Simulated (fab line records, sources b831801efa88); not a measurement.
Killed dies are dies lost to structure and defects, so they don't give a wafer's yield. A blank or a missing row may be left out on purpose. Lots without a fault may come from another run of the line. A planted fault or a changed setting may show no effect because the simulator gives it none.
A struck lot beside a sound one | flow sfq_line | 19 steps out of a route of 325
Sound: wafers L170.3, L170.5, L170.6. Struck: wafer L182.1. (L182.5, L182.6 of the same lot were not struck and are left out.) The cause comes at the end.
At each step with rows: each side's tool, then ch and its chambers, then its first start. Under that, the readings that differ: sound wafers | struck wafers | difference of the means | sigmas: that difference in standard deviations of wafers without a fault.
alike: readings whose means differ by less than 2 such deviations, and words and numbers that are the same on both sides. not compared: withheld readings, readings that some wafer has no value for, bounds like >300 that may hide the same value, and numbers for which the record gives no deviation and whose values overlap.
The two part at a step that has a row with sigmas, a row that says differs or no value, or rows on one side only. Numbers that don't overlap but have no deviation are shown without sigmas and don't part them. A reading that every wafer of one side lacks parts them only if that side has two wafers or more.

first, 2 steps without rows for these wafers: SFQ_TRILAYER_JJ_CE_LITHO_PEB_117 (peb time 60 s); SFQ_TRILAYER_JJ_CE_LITHO_DEVELOP_116 (time 60 s).
SFQ_JJ_OVL_MEAS_931:
  sound on overlay-01, day 45 10:52; struck on overlay-01, day 63 04:16
  alike: J5_OVL
SFQ_TRILAYER_JJ_CE_METRO_MEASURE_117:
  sound on cd_sem-02, day 45 11:17; struck on cd_sem-02, day 63 04:18
  reading    | sound             | struck | difference | sigmas
  cd_nm (nm) | 700.6 701.5 701.7 | 696.3  | -5.0       | -4
SFQ_TRILAYER_JJ_CE_BARC_OPEN_RIE_150: chemistry O2, target BARC, target depth 240 nm, time 80 s.
  sound on rie_metal-01 ch 0,1, day 45 12:07; struck on rie_metal-03 ch 0, day 63 05:30
  reading                | sound | struck | difference                   | sigmas
  rf_hours_counter_h (h) | - - - | 35     | no value on the sound wafers |
  alike: drypump_motor_current_A, oes_product_au
SFQ_TRILAYER_JJ_CE_ETCH_RIE_118: chemistry SF6, target Nb, stops on Al2O3, time 97.7 s, target depth 170 nm.
  sound on rie_metal-01 ch 0,1, day 45 12:13; struck on rie_metal-03 ch 0, day 63 05:35
  reading                | sound | struck | difference                   | sigmas
  rf_hours_counter_h (h) | - - - | 35     | no value on the sound wafers |
  alike: drypump_motor_current_A, oes_product_au
then, 1 step without rows for these wafers: SFQ_TRILAYER_JJ_ANODIZE_ANODIZE_119.
SFQ_TRILAYER_JJ_CE_STRIP_STRIP_120: strips in O2.
  sound on rie_metal-02 ch 0,1, day 45 12:59; struck on rie_metal-02 ch 0, day 63 06:11
  reading                | sound             | struck | difference                   | sigmas
  oes_product_au (a.u.)  | 1.009 0.982 1.009 | 1.021  | +0.021                       | +2
  rf_hours_counter_h (h) | - - -             | 32     | no value on the sound wafers |
  alike: drypump_motor_current_A
then, 4 steps without rows for these wafers: SFQ_TRILAYER_JJ_CE_STRIP_SOLV_CLEAN_121 (cleans in NMP, time 600 s); SFQ_TRILAYER_M5_LITHO_COAT_128 (resist thk 62 nm); SFQ_TRILAYER_M5_LITHO_COAT_123 (resist thk 600 nm); SFQ_TRILAYER_M5_LITHO_SOFTBAKE_127.
SFQ_TRILAYER_M5_LITHO_EXPOSE_124: exposes mask M5, target cd 700 nm.
  sound on krf_scanner-02 ch 0, day 49 17:49; struck on krf_scanner-01 ch 0, day 63 15:55
  alike: mask
then, 2 steps without rows for these wafers: SFQ_TRILAYER_M5_LITHO_PEB_126 (peb time 60 s); SFQ_TRILAYER_M5_LITHO_DEVELOP_125 (time 60 s).
SFQ_M5_OVL_MEAS_932:
  sound on overlay-02, day 49 18:56; struck on overlay-02, day 63 17:25
  reading     | sound  | struck | difference | sigmas
  M5_OVL (nm) | 7 6 11 | -8     | -16        | -3
SFQ_TRILAYER_M5_BARC_OPEN_METAL_ETCH_161: etches BARC in O2, target depth 125 nm, time 41.7 s.
  sound on rie_metal-04 ch 0,1, day 49 18:59; struck on rie_metal-04 ch 1, day 63 17:26
  reading                | sound           | struck | difference                   | sigmas
  rf_hours_counter_h (h) | - - -           | 114    | no value on the sound wafers |
  model.M5.cd_nm (nm)    | 699.6 700.5 700 | 692.5  | -7.5                         |
  alike: drypump_motor_current_A, oes_product_au
SFQ_TRILAYER_M5_ETCH_METAL_ETCH_126: etches Nb in Cl2/BCl3, stops on SiO2, time 203.2 s, target depth 265 nm.
  sound on rie_metal-04 ch 0,1, day 49 19:05; struck on rie_metal-04 ch 1, day 63 17:34
  reading                | sound           | struck | difference                   | sigmas
  rf_hours_counter_h (h) | - - -           | 114    | no value on the sound wafers |
  model.M5.cd_nm (nm)    | 701 703.2 700.6 | 694    | -8                           |
  alike: drypump_motor_current_A, oes_product_au
SFQ_TRILAYER_M5_STRIP_STRIP_127: strips in O2.
  sound on rie_metal-04 ch 0,1, day 49 19:25; struck on rie_metal-04 ch 1, day 63 17:57
  reading                | sound | struck | difference                   | sigmas
  rf_hours_counter_h (h) | - - - | 115    | no value on the sound wafers |
  alike: drypump_motor_current_A, oes_product_au

WHERE THEY PART
First at SFQ_TRILAYER_JJ_CE_METRO_MEASURE_117; last, within this record, at SFQ_TRILAYER_M5_STRIP_STRIP_127.

WHY: what the simulator had put in
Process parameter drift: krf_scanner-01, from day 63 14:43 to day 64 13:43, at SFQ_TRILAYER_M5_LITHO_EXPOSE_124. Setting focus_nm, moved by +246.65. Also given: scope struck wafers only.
